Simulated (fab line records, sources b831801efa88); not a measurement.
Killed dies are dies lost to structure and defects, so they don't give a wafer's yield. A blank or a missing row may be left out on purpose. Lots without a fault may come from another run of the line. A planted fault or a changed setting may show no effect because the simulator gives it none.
Which tool did it? | flow gf180mcu | 12 lots, 36 wafers sampled, at 6 steps of a route of 602

WHAT THE GAUGES READ, wafer by wafer
GF_HV_LDD_TW_MEAS_11. Usual: HV_LDD_TW 2418, standard deviation 25.
lot  | measured     | on            | HV_LDD_TW      | flag
L782 | day 11 02:08 | film_metro-02 | 2385 2384 2391 |
L783 | day 11 10:13 | film_metro-03 | 2428 2418 2413 |
L784 | day 11 20:47 | film_metro-02 | 2388 2398 2389 |
L788 | day 13 12:17 | film_metro-02 | 2374 2373 2384 |
L789 | day 13 15:35 | film_metro-02 | 2393 2385 2368 |
L791 | day 14 05:56 | film_metro-01 | 2455 2450 2451 |
L792 | day 14 08:35 | film_metro-03 | 2415 2417 2421 |
L794 | day 15 04:41 | film_metro-03 | 2456 2448 2436 |
L797 | day 15 19:59 | film_metro-01 | 2439 2427 2444 |
L798 | day 16 02:50 | film_metro-03 | 2435 2421 2436 |
L800 | day 16 16:26 | film_metro-03 | 2438 2416 2416 |
L801 | day 17 05:23 | film_metro-03 | 2444 2432 2433 |

GF_HV_LDD_TW_MEAS_38. Usual: HV_LDD_3_TW 1436, standard deviation 19.
lot  | measured     | on            | HV_LDD_3_TW    | flag
L782 | day 12 16:50 | film_metro-03 | 1447 1456 1452 |
L783 | day 13 00:31 | film_metro-01 | 1461 1450 1452 |
L784 | day 13 12:10 | film_metro-03 | 1443 1461 1446 |
L788 | day 15 06:53 | film_metro-03 | 1459 1459 1451 |
L789 | day 15 11:13 | film_metro-02 | 1425 1417 1416 |
L791 | day 16 00:56 | film_metro-03 | 1442 1453 1454 |
L792 | day 16 04:19 | film_metro-01 | 1460 1459 1463 |
L794 | day 17 02:05 | film_metro-02 | 1406 1409 1403 |
L797 | day 17 18:32 | film_metro-02 | 1404 1417 1414 |
L798 | day 18 01:05 | film_metro-02 | 1417 1411 1418 |
L800 | day 18 15:50 | film_metro-01 | 1458 1450 1452 |
L801 | day 19 04:47 | film_metro-02 | 1408 1421 1414 |

GF_PSD_RS_MEAS_14: measures by four-point-probe. Usual: NSD_RS 46.08 ohm/sq, standard deviation 0.077.
lot  | measured     | on            | NSD_RS (ohm/sq)   | flag
L782 | day 15 11:16 | film_metro-03 | 46.09 46.16 46.06 |
L783 | day 15 18:55 | film_metro-04 | 46.25 46.17 46.13 |
L784 | day 16 08:11 | film_metro-01 | 46.11 46.22 46.02 |
L788 | day 18 06:11 | film_metro-03 | 45.98 46.10 46.02 |
L789 | day 18 10:37 | film_metro-03 | 46.04 46.09 46.07 |
L791 | day 19 02:40 | film_metro-01 | 47.37 47.48 47.40 | OFF
L792 | day 19 04:49 | film_metro-03 | 47.54 47.44 47.50 | OFF
L794 | day 20 05:56 | film_metro-04 | 45.97 46.02 46.00 |
L797 | day 20 22:10 | film_metro-01 | 45.98 46.06 46.02 |
L798 | day 21 04:49 | film_metro-04 | 46.08 46.00 46.09 |
L800 | day 21 20:11 | film_metro-01 | 46.09 46.08 46.10 |
L801 | day 22 08:28 | film_metro-01 | 45.98 46.08 45.94 |

WHICH TOOL RAN EACH LOT (tool, then ch and the chambers of the sampled wafers, then the start)
lot  | GF_HV_LDD_RTA_52                 | GF_NSD_IMPLANT_10               | GF_NSD_STRIP_11
L782 | rtp_anneal-02 ch 0, day 13 13:02 | implanter-04 ch 0, day 14 12:43 | plasma_asher-04 ch 0,1, day 14 12:52
L783 | rtp_anneal-01 ch 0, day 13 21:02 | implanter-04 ch 0, day 14 20:54 | plasma_asher-01 ch 0,1, day 14 21:01
L784 | rtp_anneal-02 ch 0, day 14 08:41 | implanter-04 ch 0, day 15 08:55 | plasma_asher-04 ch 0,1, day 15 09:04
L788 | rtp_anneal-02 ch 0, day 16 05:06 | implanter-01 ch 0, day 17 05:41 | plasma_asher-01 ch 0,1, day 17 05:48
L789 | rtp_anneal-01 ch 0, day 16 09:20 | implanter-04 ch 0, day 17 10:32 | plasma_asher-02 ch 0,1, day 17 10:41
L791 | rtp_anneal-02 ch 0, day 16 23:44 | implanter-04 ch 0, day 18 01:51 | plasma_asher-04 ch 0,1, day 18 02:00
L792 | rtp_anneal-02 ch 0, day 17 02:59 | implanter-04 ch 0, day 18 04:21 | plasma_asher-01 ch 0,1, day 18 04:30
L794 | rtp_anneal-01 ch 0, day 18 01:48 | implanter-02 ch 0, day 19 04:56 | plasma_asher-04 ch 0, day 19 05:03
L797 | rtp_anneal-01 ch 0, day 18 18:11 | implanter-01 ch 0, day 19 21:16 | plasma_asher-01 ch 0,1, day 19 21:25
L798 | rtp_anneal-01 ch 0, day 19 01:05 | implanter-01 ch 0, day 20 03:58 | plasma_asher-04 ch 0,1, day 20 04:07
L800 | rtp_anneal-02 ch 0, day 19 16:33 | implanter-02 ch 0, day 20 19:53 | plasma_asher-01 ch 0,1, day 20 20:01
L801 | rtp_anneal-01 ch 0, day 20 05:00 | implanter-01 ch 0, day 21 07:59 | plasma_asher-02 ch 0,1, day 21 08:07
- GF_HV_LDD_RTA_52: time 10 s.
- GF_NSD_IMPLANT_10
- GF_NSD_STRIP_11: strips in O2/N2.

WHAT THE TOOLS THEMSELVES READ (means of the sampled wafers that have a number; where no wafer has one, the mark that the record gives instead)
GF_HV_LDD_RTA_52. Usual: lamp_power_pct 31 %, standard deviation 3.4; wafer_temp_C_max 1006.8, standard deviation 2.3.
lot  | tool          | lamp_power_pct (%) | wafer_temp_C_max | flag
L782 | rtp_anneal-02 | 35                 | 1006.0           |
L783 | rtp_anneal-01 | 28                 | 1008.7           |
L784 | rtp_anneal-02 | 35                 | 1004.3           |
L788 | rtp_anneal-02 | 35                 | 1003.4           |
L789 | rtp_anneal-01 | 28                 | 1006.3           |
L791 | rtp_anneal-02 | 35                 | 1004.5           |
L792 | rtp_anneal-02 | 35                 | 1004.1           |
L794 | rtp_anneal-01 | 28                 | 1008.5           |
L797 | rtp_anneal-01 | 28                 | 1008.1           |
L798 | rtp_anneal-01 | 28                 | 1008.6           |
L800 | rtp_anneal-02 | 35                 | 1004.1           |
L801 | rtp_anneal-01 | 28                 | 1008.8           |

GF_NSD_IMPLANT_10. Usual: beam_on_s 9.98 s, standard deviation 0.22; faraday_current_uA 2792, standard deviation 60.
lot  | tool         | beam_on_s (s) | faraday_current_uA | flag
L782 | implanter-04 | 10.03         | 2774               |
L783 | implanter-04 | 10.10         | 2760               |
L784 | implanter-04 | 9.95          | 2805               |
L788 | implanter-01 | 9.90          | 2813               |
L789 | implanter-04 | 9.99          | 2791               |
L791 | implanter-04 | 7.76          | 3588               | OFF
L792 | implanter-04 | 8.03          | 3461               | OFF
L794 | implanter-02 | 10.04         | 2776               |
L797 | implanter-01 | 10.46         | 2661               |
L798 | implanter-01 | 9.79          | 2841               |
L800 | implanter-02 | 9.90          | 2818               |
L801 | implanter-01 | 9.88          | 2826               |

GF_NSD_STRIP_11. Usual: drypump_motor_current_A 5.7 A, standard deviation 0.41; heater_power_w 327 W, standard deviation 33; n2_flow_sccm 300.0 sccm, standard deviation 0.8; oes_product_au 0.487 a.u., standard deviation 0.0048; strip_time_to_endpoint_s 22.97 s, standard deviation 0.032.
lot  | tool            | drypump_motor_current_A (A) | heater_power_w (W) | n2_flow_sccm (sccm) | oes_product_au (a.u.) | strip_time_to_endpoint_s (s) | flag
L782 | plasma_asher-04 | 5.8                         | 302                | 300.1               | 0.490                 | 22.98                        |
L783 | plasma_asher-01 | 5.2                         | 349                | 299.8               | 0.482                 | 22.99                        |
L784 | plasma_asher-04 | 6.1                         | 305                | 300.8               | 0.489                 | 23.00                        |
L788 | plasma_asher-01 | 5.2                         | 347                | 300.2               | 0.490                 | 22.93                        |
L789 | plasma_asher-02 | 6.0                         | 343                | 300.6               | 0.489                 | 22.99                        |
L791 | plasma_asher-04 | 6.0                         | 308                | 299.2               | 0.488                 | 22.90                        |
L792 | plasma_asher-01 | 5.2                         | 344                | 299.6               | 0.489                 | 22.85                        | OFF
L794 | plasma_asher-04 | 5.5                         | 301                | 299.3               | 0.489                 | 22.93                        |
L797 | plasma_asher-01 | 5.2                         | 346                | 300.9               | 0.484                 | 22.91                        |
L798 | plasma_asher-04 | 5.8                         | 301                | 300.6               | 0.488                 | 22.97                        |
L800 | plasma_asher-01 | 5.3                         | 320                | 300.2               | 0.485                 | 22.99                        |
L801 | plasma_asher-02 | 5.9                         | 366                | 299.8               | 0.485                 | 22.97                        |

THE ANSWER, worked out from the rows above alone
Rule: a lot is off if the mean of its wafers that have a number lies more than 3 standard deviations from the usual mean. A lot without any number at a reading at which 4 lots or more have one is off too. The other lots that the step has rows for count as sound. The gauges are gone through in route order, then the tools' own readings, and for those a lot's mean is taken as printed above. The first step at which some lot is off is used, and at that step the reading that is off furthest; a lot without a number counts as furthest.
Off: L791, L792, at GF_PSD_RS_MEAS_14 (NSD_RS).
A tool fits if, at a process step before that reading, it ran every lot that is off, and no sound lot after the first of them. The gauges at GF_PSD_RS_MEAS_14 aren't tried: what is off there is off at GF_NSD_IMPLANT_10 too, on other tools, and a gauge's error can't cause that. One fits: implanter-04 at GF_NSD_IMPLANT_10. Its last sound lot is L789 (day 17 10:32), its first lot that is off L791 (day 18 01:51): a fault that began between those two fits.
The tool's own readings at GF_NSD_IMPLANT_10 bear it out: on the lots that are off they differ by more than 5 times the standard deviation of the sound lots' means. beam_on_s reads 7.89 s there against 10.00 s on the sound lots; faraday_current_uA reads 3524 there against 2786 on the sound lots.

WHAT THE SIMULATOR HAD PUT IN
Process parameter drift: implanter-04, from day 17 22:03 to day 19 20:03, at GF_NSD_IMPLANT_10. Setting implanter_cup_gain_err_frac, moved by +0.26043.
Lots struck among those shown: L791, L792. The rule above found the same.
